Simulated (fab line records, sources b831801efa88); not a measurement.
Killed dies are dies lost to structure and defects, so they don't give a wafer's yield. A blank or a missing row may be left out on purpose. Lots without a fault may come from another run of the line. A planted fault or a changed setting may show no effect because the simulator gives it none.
A struck lot beside a sound one | flow sky130 | 30 steps out of a route of 708
Sound: wafers L595.4, L595.5, L595.6. Struck: wafers L588.1, L588.5, L588.6. The cause comes at the end.
At each step with rows: each side's tool, then ch and its chambers, then its first start. Under that, the readings that differ: sound wafers | struck wafers | difference of the means | sigmas: that difference in standard deviations of wafers without a fault.
alike: readings whose means differ by less than 2 such deviations, and words and numbers that are the same on both sides. not compared: withheld readings, readings that some wafer has no value for, bounds like >300 that may hide the same value, and numbers for which the record gives no deviation and whose values overlap.
The two part at a step that has a row with sigmas, a row that says differs or no value, or rows on one side only. Numbers that don't overlap but have no deviation are shown without sigmas and don't part them. A reading that every wafer of one side lacks parts them only if that side has two wafers or more.

first, 5 steps without rows for these wafers: SKY_SONOS_ONO_COAT_08 (resist thk 1140 nm); SKY_SONOS_ONO_SOFTBAKE_09 (time 60 s); SKY_SONOS_ONO_EXPOSE_10 (exposes mask ONOM, target cd 410 nm); SKY_SONOS_ONO_PEB_11; SKY_SONOS_ONO_DEVELOP_12 (develop time 60 s).
SKY_SONOS_ONO_CD_MEAS_13: target cd 410 nm.
  sound on cd_sem-02, day 19 15:47; struck on cd_sem-01, day 15 10:28
  alike: cd_nm
SKY_SONOS_ONO_OVL_MEAS_14:
  sound on overlay-01, day 19 15:52; struck on overlay-02, day 15 10:35
  reading            | sound          | struck      | difference | sigmas
  SONOS_ONO_OVL (nm) | -1.5 -1.7 -2.0 | 1.7 2.3 1.7 | +3.6       | +3
SKY_SONOS_ONO_ETCH_15: etches the open film in CHF3/O2, target depth 19.52 nm, time 7.8 s.
  sound on rie_diel-04 ch 0,1,2, day 19 15:53; struck on rie_diel-02 ch 0,1,3, day 15 10:38
  alike: chf3_flow_sccm, drypump_motor_current_A, oes_product_au, throttle_valve_pct
  not compared: rf_hours_counter_h
then, 1 step without rows for these wafers: SKY_SONOS_ONO_WET_ETCH_16 (etches SiO2 in dHF, target depth 14 nm, time 280 s).
SKY_SONOS_ONO_STRIP_17: strips in O2/N2.
  sound on plasma_asher-01 ch 0,1, day 19 16:02; struck on plasma_asher-03 ch 0,1, day 15 10:45
  alike: drypump_motor_current_A, oes_product_au, strip_time_to_endpoint_s
  not compared: rf_hours_counter_h
then, 2 steps without rows for these wafers: SKY_SONOS_ONO_WET_ETCH_18 (etches Si3N4 in H3PO4, target depth 15 nm, time 172 s); SKY_GATE_OXIDE_CLEAN_00 (cleans in SC1/SC2, time 150 s).
SKY_GATE_OXIDE_OXIDATION_01: stabilise 600 s, purge 300 s, target thk 10.268 nm.
  sound on furnace-01 ch 0, day 19 16:12; struck on furnace-01 ch 0, day 15 11:24
  reading                                           | sound                | struck            | difference | sigmas
  spike_tc_bottom_C (C)                             | 920.3 922.2 918.5    | 914.5 913.6 914.4 | -6.2       | -5
  spike_tc_centre_C (C)                             | 901.5 902.0 902.1    | 896.4 895.5 896.2 | -5.8       | -6
  spike_tc_lower_C (C)                              | 900.7 900.5 901.5    | 895.8 894.6 895.6 | -5.6       | -5
  spike_tc_upper_C (C)                              | 899.0 899.5 898.5    | 892.6 894.4 890.9 | -6.4       | -6
  tube_center_temp_C (C)                            | 899.98 899.95 900.02 | 894 894.09 894.16 | -6         | -74
  tube_center_temp_C_max                            | 902.0 902.5 902.0    | 896.4 896.8 897.0 | -5.4       | -13
  model.SiO2_of_GATE_OXIDE_OXIDATION_01.thk_nm (nm) | 10.54 10.6 10.56     | 9.625 9.359 9.527 | -1.063     |
SKY_GATE_OXIDE_THK_MEAS_02:
  sound on film_metro-02, day 19 17:38; struck on film_metro-02, day 15 12:49
  reading                          | sound             | struck         | difference | sigmas
  GATE_OXIDE_OXIDATION_00_THK (nm) | 10.60 10.62 10.52 | 9.67 9.32 9.56 | -1.06      | -6
then, 7 steps without rows for these wafers: SKY_GATE_OXIDE_DEHYDRATE_03 (time 60 s); SKY_GATE_OXIDE_HMDS_04 (prime time 60 s); SKY_GATE_OXIDE_COAT_05 (resist thk 1140 nm); SKY_GATE_OXIDE_SOFTBAKE_06 (time 60 s); SKY_GATE_OXIDE_EXPOSE_07 (exposes mask LVOM, target cd 600 nm); SKY_GATE_OXIDE_PEB_08; SKY_GATE_OXIDE_DEVELOP_09 (develop time 60 s).
SKY_GATE_OXIDE_OVL_MEAS_10:
  sound on overlay-02, day 21 00:13; struck on overlay-01, day 16 16:52
  alike: GATE_OXIDE_OVL
then, 2 steps without rows for these wafers: SKY_GATE_OXIDE_IMPLANT_11; SKY_GATE_OXIDE_WET_ETCH_12 (etches SiO2 in dHF, target depth 16.8 nm, time 336 s).
SKY_GATE_OXIDE_STRIP_13: strips in O2/N2.
  sound on plasma_asher-01 ch 0,1, day 21 00:31; struck on plasma_asher-03 ch 0,1, day 16 17:10
  alike: drypump_motor_current_A, oes_product_au, strip_time_to_endpoint_s
  not compared: rf_hours_counter_h
SKY_GATE_OXIDE_TW_MEAS_14:
  sound on film_metro-01, day 21 00:37; struck on film_metro-01, day 16 17:16
  alike: GATE_OXIDE_TW
then, 1 step without rows for these wafers: SKY_GATE_OXIDE_CLEAN_15 (cleans in SC1/SC2, time 150 s).
SKY_GATE_OXIDE_OXIDATION_16: stabilise 600 s, purge 300 s, target thk 3.57 nm.
  sound on furnace-01 ch 0, day 21 00:42; struck on furnace-02 ch 0, day 16 17:23
  reading                                           | sound             | struck            | difference | sigmas
  spike_tc_centre_C (C)                             | 804.1 802.4 802.4 | 799.9 801.5 801.2 | -2.1       | -2
  spike_tc_upper_C (C)                              | 799.9 798.0 797.9 | 801.5 800.9 801.3 | +2.6       | +2
  model.SiO2_of_GATE_OXIDE_OXIDATION_01.thk_nm (nm) | 11.93 11.99 11.95 | 11.04 10.79 10.97 | -1.02      |
  alike: ox_temp_c, ox_temp_c_max, spike_tc_bottom_C, spike_tc_lower_C, tube_center_temp_C, tube_center_temp_C_max
then, 1 step without rows for these wafers: SKY_POLY_GATE_CVD_00 (deposits poly-Si, target thk 180 nm, time 720 s).
-- the record jumps here: 31 days lie between the struck wafers' starts before and after (it left off in module POLY_GATE and takes up again in module PAD_OPEN, whose first step shown is number 708 of the route) --
SKY_PAD_OPEN_PROBE_99:
  sound on prober-01, day 50 07:38; struck on prober-01, day 47 20:05
  reading                                      | sound               | struck               | difference | sigmas
  model.etest.pfet_g5v0d10v5.r_on_ohm_um       | 4751 4789 4861      | 4617 4545 4637       | -201       |
  model.etest.tip_sonos.rs_ohm_sq              | 2752 2770 2741      | 2538 2492 2523       | -237       |
  model.etest.nfet_g5v0d10v5.r_on_ohm_um       | 1914 1912 1922      | 1828 1797 1837       | -95        |
  model.etest.nfet_g5v0d10v5.drive_ua_um       | 589.5 584.2 589     | 639.5 654.4 639.6    | +56.9      |
  model.etest.nfet_05v0_nvt.drive_ua_um        | 565.8 561.2 560.2   | 607.1 616 604.6      | +46.8      |
  model.etest.pfet_g5v0d10v5.drive_ua_um       | 339.8 333.4 331.2   | 356.9 364.1 355      | +23.9      |
  model.etest.nfet_16v.drive_ua_um             | 216.2 213.1 214.6   | 236.4 240.8 237.3    | +23.5      |
  model.etest.cap_thick_oxide.gate_log10_a_cm2 | -7.477 -7.521 -7.54 | -6.266 -5.931 -6.203 | +1.379     |
  alike: killed_at_M0_to_M3, killed_at_M4_up, killed_at_contacts, killed_at_front_end, killed_dies, killed_open, killed_short

WHERE THEY PART
First at SKY_SONOS_ONO_OVL_MEAS_14; last, within this record, at SKY_GATE_OXIDE_OXIDATION_16. Later steps at which nothing parts them and some readings are alike: SKY_PAD_OPEN_PROBE_99.

WHY: what the simulator had put in
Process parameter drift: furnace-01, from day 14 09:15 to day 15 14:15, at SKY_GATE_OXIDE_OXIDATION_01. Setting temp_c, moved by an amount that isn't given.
